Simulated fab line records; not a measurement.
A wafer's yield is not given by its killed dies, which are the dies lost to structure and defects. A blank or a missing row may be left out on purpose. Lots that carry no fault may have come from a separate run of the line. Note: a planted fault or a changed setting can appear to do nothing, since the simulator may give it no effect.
What tool caused it? || flow sky130 || 11 lots with 33 wafers sampled at 5 steps, on a route of 708 steps

WHAT THE GAUGES SHOWED, per wafer
The record holds no reading of a measuring or inspecting step that can be judged against a usual standard deviation.

WHAT TOOL EACH LOT RAN ON (gives the tool, then ch and the chambers of the sampled wafers, and finally the start)
{"lot": "L723", "SKY_DNWELL_COAT_02": "lithoTrack-01 ch 0, day 3 07:39", "SKY_DNWELL_STRIP_08": "plasmaAsher-02 ch 0,1, day 3 15:23", "SKY_VIA1_ETCH_14": "rieDiel-04 ch 2,3, day 35 00:27", "SKY_VIA1_STRIP_16": "plasmaAsher-01 ch 0, day 35 00:32", "SKY_VIA1_CMP_24": "cmp-02 ch 0,2,3, day 35 01:31"}
{"lot": "L726", "SKY_DNWELL_COAT_02": "lithoTrack-03 ch 0, day 3 22:47", "SKY_DNWELL_STRIP_08": "plasmaAsher-03 ch 0,1, day 4 07:03", "SKY_VIA1_ETCH_14": "rieDiel-02 ch 0,1,3, day 35 14:40", "SKY_VIA1_STRIP_16": "plasmaAsher-01 ch 0,1, day 35 14:45", "SKY_VIA1_CMP_24": "cmp-02 ch 0,3, day 35 15:47"}
{"lot": "L727", "SKY_DNWELL_COAT_02": "lithoTrack-02 ch 0, day 4 07:02", "SKY_DNWELL_STRIP_08": "plasmaAsher-03 ch 0,1, day 4 15:32", "SKY_VIA1_ETCH_14": "rieDiel-04 ch 0,1, day 36 08:16", "SKY_VIA1_STRIP_16": "plasmaAsher-04 ch 0,1, day 36 08:23", "SKY_VIA1_CMP_24": "cmp-01 ch 0,1,3, day 36 09:23"}
{"lot": "L728", "SKY_DNWELL_COAT_02": "lithoTrack-03 ch 0, day 4 14:26", "SKY_DNWELL_STRIP_08": "plasmaAsher-02 ch 0,1, day 4 23:25", "SKY_VIA1_ETCH_14": "rieDiel-01 ch 0,1,3, day 36 15:47", "SKY_VIA1_STRIP_16": "plasmaAsher-03 ch 0,1, day 36 15:53", "SKY_VIA1_CMP_24": "cmp-01 ch 0,1,3, day 36 16:49"}
{"lot": "L729", "SKY_DNWELL_COAT_02": "lithoTrack-01 ch 0, day 4 14:38", "SKY_DNWELL_STRIP_08": "plasmaAsher-04 ch 0,1, day 4 23:45", "SKY_VIA1_ETCH_14": "rieDiel-04 ch 2,3, day 36 18:15", "SKY_VIA1_STRIP_16": "plasmaAsher-04 ch 0,1, day 36 18:20", "SKY_VIA1_CMP_24": "cmp-01 ch 1,2,3, day 36 19:20"}
{"lot": "L730", "SKY_DNWELL_COAT_02": "lithoTrack-01 ch 0, day 4 20:47", "SKY_DNWELL_STRIP_08": "plasmaAsher-04 ch 0,1, day 5 05:17", "SKY_VIA1_ETCH_14": "rieDiel-02 ch 1,2, day 36 19:13", "SKY_VIA1_STRIP_16": "plasmaAsher-04 ch 0,1, day 36 19:20", "SKY_VIA1_CMP_24": "cmp-02 ch 0,2,3, day 36 20:20"}
{"lot": "L731", "SKY_DNWELL_COAT_02": "lithoTrack-03 ch 0, day 5 00:19", "SKY_DNWELL_STRIP_08": "plasmaAsher-02 ch 0,1, day 5 09:32", "SKY_VIA1_ETCH_14": "rieDiel-02 ch 1,2,3, day 37 07:26", "SKY_VIA1_STRIP_16": "plasmaAsher-03 ch 0,1, day 37 07:34", "SKY_VIA1_CMP_24": "cmp-01 ch 0,2,3, day 37 08:31"}
{"lot": "L733", "SKY_DNWELL_COAT_02": "lithoTrack-03 ch 0, day 5 13:10", "SKY_DNWELL_STRIP_08": "plasmaAsher-02 ch 0,1, day 5 22:00", "SKY_VIA1_ETCH_14": "rieDiel-02 ch 0,1,2, day 37 21:36", "SKY_VIA1_STRIP_16": "plasmaAsher-01 ch 0,1, day 37 21:41", "SKY_VIA1_CMP_24": "cmp-01 ch 0,1,2, day 37 22:43"}
{"lot": "L739", "SKY_DNWELL_COAT_02": "lithoTrack-03 ch 0, day 6 17:26", "SKY_DNWELL_STRIP_08": "plasmaAsher-04 ch 0,1, day 7 03:29", "SKY_VIA1_ETCH_14": "rieDiel-02 ch 0,1,2, day 39 16:05", "SKY_VIA1_STRIP_16": "plasmaAsher-01 ch 0,1, day 39 16:13", "SKY_VIA1_CMP_24": "cmp-02 ch 0,3, day 39 17:09"}
{"lot": "L740", "SKY_DNWELL_COAT_02": "lithoTrack-03 ch 0, day 6 23:43", "SKY_DNWELL_STRIP_08": "plasmaAsher-03 ch 0,1, day 7 10:14", "SKY_VIA1_ETCH_14": "rieDiel-01 ch 0,1,2, day 40 00:23", "SKY_VIA1_STRIP_16": "plasmaAsher-01 ch 0,1, day 40 00:29", "SKY_VIA1_CMP_24": "cmp-01 ch 0,1,3, day 40 01:31"}
{"lot": "L743", "SKY_DNWELL_COAT_02": "lithoTrack-01 ch 0, day 7 15:57", "SKY_DNWELL_STRIP_08": "plasmaAsher-02 ch 0,1, day 8 02:23", "SKY_VIA1_ETCH_14": "rieDiel-04 ch 0,2,3, day 40 11:33", "SKY_VIA1_STRIP_16": "plasmaAsher-01 ch 0,1, day 40 11:41", "SKY_VIA1_CMP_24": "cmp-01 ch 1,2, day 40 12:38"}
- SKY_DNWELL_COAT_02: resist thk 3000 nm.
- SKY_DNWELL_STRIP_08: strips in O2/N2.
- SKY_VIA1_ETCH_14: etches BARC in N2/H2, stops on SiO2, time 45.9 s, target depth 60 nm.
- SKY_VIA1_STRIP_16: strips in O2/N2.
- SKY_VIA1_CMP_24: polishes, stops on SiO2, t overpolish 15 s, target thk 0 nm.

AS READ BY THE TOOLS THEMSELVES (means over the sampled wafers that have a number; for cases with no such wafer, the mark the record gives instead)
SKY_DNWELL_COAT_02. Usual: exhaustPa 44.9 Pa, standard deviation 0.77; spinSpeedRpm 2000.2 rpm, standard deviation 1.2.
{"lot": "L723", "tool": "lithoTrack-01", "exhaustPa (Pa)": 45.6, "spinSpeedRpm (rpm)": 2000.6, "flag": ""}
{"lot": "L726", "tool": "lithoTrack-03", "exhaustPa (Pa)": 44.6, "spinSpeedRpm (rpm)": 2000.2, "flag": ""}
{"lot": "L727", "tool": "lithoTrack-02", "exhaustPa (Pa)": 45.0, "spinSpeedRpm (rpm)": 2001.1, "flag": ""}
{"lot": "L728", "tool": "lithoTrack-03", "exhaustPa (Pa)": 44.8, "spinSpeedRpm (rpm)": 2000.3, "flag": ""}
{"lot": "L729", "tool": "lithoTrack-01", "exhaustPa (Pa)": 46.1, "spinSpeedRpm (rpm)": 1999.5, "flag": ""}
{"lot": "L730", "tool": "lithoTrack-01", "exhaustPa (Pa)": 44.6, "spinSpeedRpm (rpm)": 2000.1, "flag": ""}
{"lot": "L731", "tool": "lithoTrack-03", "exhaustPa (Pa)": 45.1, "spinSpeedRpm (rpm)": 1999.9, "flag": ""}
{"lot": "L733", "tool": "lithoTrack-03", "exhaustPa (Pa)": 45.0, "spinSpeedRpm (rpm)": 2001.1, "flag": ""}
{"lot": "L739", "tool": "lithoTrack-03", "exhaustPa (Pa)": 45.7, "spinSpeedRpm (rpm)": 2001.1, "flag": ""}
{"lot": "L740", "tool": "lithoTrack-03", "exhaustPa (Pa)": 44.2, "spinSpeedRpm (rpm)": 1998.7, "flag": ""}
{"lot": "L743", "tool": "lithoTrack-01", "exhaustPa (Pa)": 44.7, "spinSpeedRpm (rpm)": 2000.6, "flag": ""}

SKY_DNWELL_STRIP_08. Usual: drypumpMotorCurrentA 5.9 A, standard deviation 0.54; n2FlowSccm 300.1 sccm, standard deviation 0.91; oesProductAu 0.722 a.u., standard deviation 0.0046; stripTimeToEndpointS 37.00 s, standard deviation 0.099.
{"lot": "L723", "tool": "plasmaAsher-02", "drypumpMotorCurrentA (A)": 6.0, "n2FlowSccm (sccm)": 299.3, "oesProductAu (a.u.)": 0.722, "stripTimeToEndpointS (s)": 36.94, "flag": ""}
{"lot": "L726", "tool": "plasmaAsher-03", "drypumpMotorCurrentA (A)": 5.6, "n2FlowSccm (sccm)": 300.2, "oesProductAu (a.u.)": 0.725, "stripTimeToEndpointS (s)": 36.89, "flag": ""}
{"lot": "L727", "tool": "plasmaAsher-03", "drypumpMotorCurrentA (A)": 5.9, "n2FlowSccm (sccm)": 300.6, "oesProductAu (a.u.)": 0.723, "stripTimeToEndpointS (s)": 37.00, "flag": ""}
{"lot": "L728", "tool": "plasmaAsher-02", "drypumpMotorCurrentA (A)": 6.2, "n2FlowSccm (sccm)": 300.3, "oesProductAu (a.u.)": 0.719, "stripTimeToEndpointS (s)": 37.05, "flag": ""}
{"lot": "L729", "tool": "plasmaAsher-04", "drypumpMotorCurrentA (A)": 5.7, "n2FlowSccm (sccm)": 299.6, "oesProductAu (a.u.)": 0.724, "stripTimeToEndpointS (s)": 37.06, "flag": ""}
{"lot": "L730", "tool": "plasmaAsher-04", "drypumpMotorCurrentA (A)": 6.2, "n2FlowSccm (sccm)": 300.7, "oesProductAu (a.u.)": 0.726, "stripTimeToEndpointS (s)": 37.10, "flag": ""}
{"lot": "L731", "tool": "plasmaAsher-02", "drypumpMotorCurrentA (A)": 6.2, "n2FlowSccm (sccm)": 300.7, "oesProductAu (a.u.)": 0.718, "stripTimeToEndpointS (s)": 37.06, "flag": ""}
{"lot": "L733", "tool": "plasmaAsher-02", "drypumpMotorCurrentA (A)": 6.3, "n2FlowSccm (sccm)": 300.4, "oesProductAu (a.u.)": 0.723, "stripTimeToEndpointS (s)": 36.96, "flag": ""}
{"lot": "L739", "tool": "plasmaAsher-04", "drypumpMotorCurrentA (A)": 6.2, "n2FlowSccm (sccm)": 300.3, "oesProductAu (a.u.)": 0.721, "stripTimeToEndpointS (s)": 38.39, "flag": "OFF"}
{"lot": "L740", "tool": "plasmaAsher-03", "drypumpMotorCurrentA (A)": 5.6, "n2FlowSccm (sccm)": 300.7, "oesProductAu (a.u.)": 0.726, "stripTimeToEndpointS (s)": 38.37, "flag": "OFF"}
{"lot": "L743", "tool": "plasmaAsher-02", "drypumpMotorCurrentA (A)": 6.0, "n2FlowSccm (sccm)": 300.1, "oesProductAu (a.u.)": 0.721, "stripTimeToEndpointS (s)": 36.94, "flag": ""}

SKY_VIA1_ETCH_14. Usual: drypumpMotorCurrentA 5.9 A, standard deviation 0.43; n2FlowSccm 100.0 sccm, standard deviation 0.31; oesProductAu 0.855 a.u., standard deviation 0.0048; throttleValvePct 13.225 %, standard deviation 0.0098.
{"lot": "L723", "tool": "rieDiel-04", "drypumpMotorCurrentA (A)": 5.3, "n2FlowSccm (sccm)": 100.2, "oesProductAu (a.u.)": 0.856, "throttleValvePct (%)": 13.214, "flag": ""}
{"lot": "L726", "tool": "rieDiel-02", "drypumpMotorCurrentA (A)": 6.1, "n2FlowSccm (sccm)": 100.2, "oesProductAu (a.u.)": 0.858, "throttleValvePct (%)": 13.225, "flag": ""}
{"lot": "L727", "tool": "rieDiel-04", "drypumpMotorCurrentA (A)": 5.6, "n2FlowSccm (sccm)": 100.3, "oesProductAu (a.u.)": 0.855, "throttleValvePct (%)": 13.220, "flag": ""}
{"lot": "L728", "tool": "rieDiel-01", "drypumpMotorCurrentA (A)": 6.1, "n2FlowSccm (sccm)": 99.7, "oesProductAu (a.u.)": 0.856, "throttleValvePct (%)": 13.224, "flag": ""}
{"lot": "L729", "tool": "rieDiel-04", "drypumpMotorCurrentA (A)": 5.4, "n2FlowSccm (sccm)": 100.0, "oesProductAu (a.u.)": 0.859, "throttleValvePct (%)": 13.214, "flag": ""}
{"lot": "L730", "tool": "rieDiel-02", "drypumpMotorCurrentA (A)": 6.4, "n2FlowSccm (sccm)": 100.2, "oesProductAu (a.u.)": 0.851, "throttleValvePct (%)": 13.224, "flag": ""}
{"lot": "L731", "tool": "rieDiel-02", "drypumpMotorCurrentA (A)": 6.1, "n2FlowSccm (sccm)": 100.0, "oesProductAu (a.u.)": 0.851, "throttleValvePct (%)": 13.232, "flag": ""}
{"lot": "L733", "tool": "rieDiel-02", "drypumpMotorCurrentA (A)": 6.4, "n2FlowSccm (sccm)": 99.8, "oesProductAu (a.u.)": 0.853, "throttleValvePct (%)": 13.221, "flag": ""}
{"lot": "L739", "tool": "rieDiel-02", "drypumpMotorCurrentA (A)": 6.3, "n2FlowSccm (sccm)": 100.3, "oesProductAu (a.u.)": 0.854, "throttleValvePct (%)": 13.229, "flag": ""}
{"lot": "L740", "tool": "rieDiel-01", "drypumpMotorCurrentA (A)": 5.9, "n2FlowSccm (sccm)": 100.2, "oesProductAu (a.u.)": 0.856, "throttleValvePct (%)": 13.228, "flag": ""}
{"lot": "L743", "tool": "rieDiel-04", "drypumpMotorCurrentA (A)": 5.6, "n2FlowSccm (sccm)": 99.7, "oesProductAu (a.u.)": 0.864, "throttleValvePct (%)": 13.219, "flag": ""}

SKY_VIA1_STRIP_16. Usual: drypumpMotorCurrentA 5.4 A, standard deviation 0.63; n2FlowSccm 300.1 sccm, standard deviation 0.97; oesProductAu 0.415 a.u., standard deviation 0.0046; stripTimeToEndpointS 4.461 s, standard deviation 0.022.
{"lot": "L723", "tool": "plasmaAsher-01", "drypumpMotorCurrentA (A)": 4.9, "n2FlowSccm (sccm)": 301.5, "oesProductAu (a.u.)": 0.418, "stripTimeToEndpointS (s)": 4.477, "flag": ""}
{"lot": "L726", "tool": "plasmaAsher-01", "drypumpMotorCurrentA (A)": 5.1, "n2FlowSccm (sccm)": 300.0, "oesProductAu (a.u.)": 0.416, "stripTimeToEndpointS (s)": 4.465, "flag": ""}
{"lot": "L727", "tool": "plasmaAsher-04", "drypumpMotorCurrentA (A)": 5.6, "n2FlowSccm (sccm)": 300.1, "oesProductAu (a.u.)": 0.416, "stripTimeToEndpointS (s)": 4.461, "flag": ""}
{"lot": "L728", "tool": "plasmaAsher-03", "drypumpMotorCurrentA (A)": 5.6, "n2FlowSccm (sccm)": 299.0, "oesProductAu (a.u.)": 0.417, "stripTimeToEndpointS (s)": 4.479, "flag": ""}
{"lot": "L729", "tool": "plasmaAsher-04", "drypumpMotorCurrentA (A)": 5.6, "n2FlowSccm (sccm)": 298.9, "oesProductAu (a.u.)": 0.418, "stripTimeToEndpointS (s)": 4.475, "flag": ""}
{"lot": "L730", "tool": "plasmaAsher-04", "drypumpMotorCurrentA (A)": 5.7, "n2FlowSccm (sccm)": 299.5, "oesProductAu (a.u.)": 0.413, "stripTimeToEndpointS (s)": 4.458, "flag": ""}
{"lot": "L731", "tool": "plasmaAsher-03", "drypumpMotorCurrentA (A)": 5.9, "n2FlowSccm (sccm)": 300.4, "oesProductAu (a.u.)": 0.413, "stripTimeToEndpointS (s)": 4.436, "flag": ""}
{"lot": "L733", "tool": "plasmaAsher-01", "drypumpMotorCurrentA (A)": 5.0, "n2FlowSccm (sccm)": 300.8, "oesProductAu (a.u.)": 0.415, "stripTimeToEndpointS (s)": 4.488, "flag": ""}
{"lot": "L739", "tool": "plasmaAsher-01", "drypumpMotorCurrentA (A)": 5.1, "n2FlowSccm (sccm)": 299.7, "oesProductAu (a.u.)": 0.413, "stripTimeToEndpointS (s)": 4.474, "flag": ""}
{"lot": "L740", "tool": "plasmaAsher-01", "drypumpMotorCurrentA (A)": 4.9, "n2FlowSccm (sccm)": 300.2, "oesProductAu (a.u.)": 0.412, "stripTimeToEndpointS (s)": 4.417, "flag": ""}
{"lot": "L743", "tool": "plasmaAsher-01", "drypumpMotorCurrentA (A)": 5.1, "n2FlowSccm (sccm)": 300.3, "oesProductAu (a.u.)": 0.413, "stripTimeToEndpointS (s)": 4.475, "flag": ""}

SKY_VIA1_CMP_24. Usual: motorCurrentA 10.8 A, standard deviation 0.87; overpolishRunS 14.999 s, standard deviation 0.0091; retainingRingPressureFrac 1.000, standard deviation 0.005; timeToEndpointS 65.1 s, standard deviation 2.7.
{"lot": "L723", "tool": "cmp-02", "motorCurrentA (A)": 11.3, "overpolishRunS (s)": 15.002, "retainingRingPressureFrac": 1.009, "timeToEndpointS (s)": 59.5, "flag": ""}
{"lot": "L726", "tool": "cmp-02", "motorCurrentA (A)": 11.1, "overpolishRunS (s)": 14.990, "retainingRingPressureFrac": 1.002, "timeToEndpointS (s)": 65.1, "flag": ""}
{"lot": "L727", "tool": "cmp-01", "motorCurrentA (A)": 10.8, "overpolishRunS (s)": 15.000, "retainingRingPressureFrac": 0.998, "timeToEndpointS (s)": 63.9, "flag": ""}
{"lot": "L728", "tool": "cmp-01", "motorCurrentA (A)": 10.3, "overpolishRunS (s)": 15.001, "retainingRingPressureFrac": 1.003, "timeToEndpointS (s)": 65.6, "flag": ""}
{"lot": "L729", "tool": "cmp-01", "motorCurrentA (A)": 11.0, "overpolishRunS (s)": 15.004, "retainingRingPressureFrac": 0.997, "timeToEndpointS (s)": 62.5, "flag": ""}
{"lot": "L730", "tool": "cmp-02", "motorCurrentA (A)": 10.6, "overpolishRunS (s)": 14.996, "retainingRingPressureFrac": 0.994, "timeToEndpointS (s)": 64.5, "flag": ""}
{"lot": "L731", "tool": "cmp-01", "motorCurrentA (A)": 11.4, "overpolishRunS (s)": 15.011, "retainingRingPressureFrac": 1.000, "timeToEndpointS (s)": 63.4, "flag": ""}
{"lot": "L733", "tool": "cmp-01", "motorCurrentA (A)": 11.1, "overpolishRunS (s)": 14.998, "retainingRingPressureFrac": 1.001, "timeToEndpointS (s)": 63.7, "flag": ""}
{"lot": "L739", "tool": "cmp-02", "motorCurrentA (A)": 11.4, "overpolishRunS (s)": 15.001, "retainingRingPressureFrac": 0.997, "timeToEndpointS (s)": 65.0, "flag": ""}
{"lot": "L740", "tool": "cmp-01", "motorCurrentA (A)": 10.6, "overpolishRunS (s)": 14.998, "retainingRingPressureFrac": 1.000, "timeToEndpointS (s)": 67.4, "flag": ""}
{"lot": "L743", "tool": "cmp-01", "motorCurrentA (A)": 11.6, "overpolishRunS (s)": 14.996, "retainingRingPressureFrac": 1.002, "timeToEndpointS (s)": 69.1, "flag": ""}

THE ANSWER, worked out from the rows above alone
Rule: a lot is off if the mean of its wafers that have a number lies more than 3 standard deviations from the usual mean. A lot without any number at a reading at which 4 lots or more have one is off too. Any other lot the step has rows for is counted as sound. The gauges are gone through in route order, then the tools' own readings, and for those a lot's mean is taken as printed above. The first step at which some lot is off is used, and at that step the reading that is off furthest; a lot without a number counts as furthest.
Off: L739, L740 (SKY_DNWELL_STRIP_08, stripTimeToEndpointS).
If a tool, at that step or one of the process steps before it, ran each lot that is off and ran no sound lot following the first of them, it fits. One fits: lithoTrack-03 at SKY_DNWELL_COAT_02. A fault onset in the window from L733 (day 5 13:10, its last sound lot) to L739 (day 6 17:26, its first lot off) fits.

WHAT WAS PUT IN BY THE SIMULATOR
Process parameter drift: lithoTrack-03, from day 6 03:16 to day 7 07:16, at SKY_DNWELL_COAT_02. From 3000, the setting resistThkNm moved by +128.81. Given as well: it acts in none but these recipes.
Lots struck among those shown: L739, L740. The same result came from the rule above.
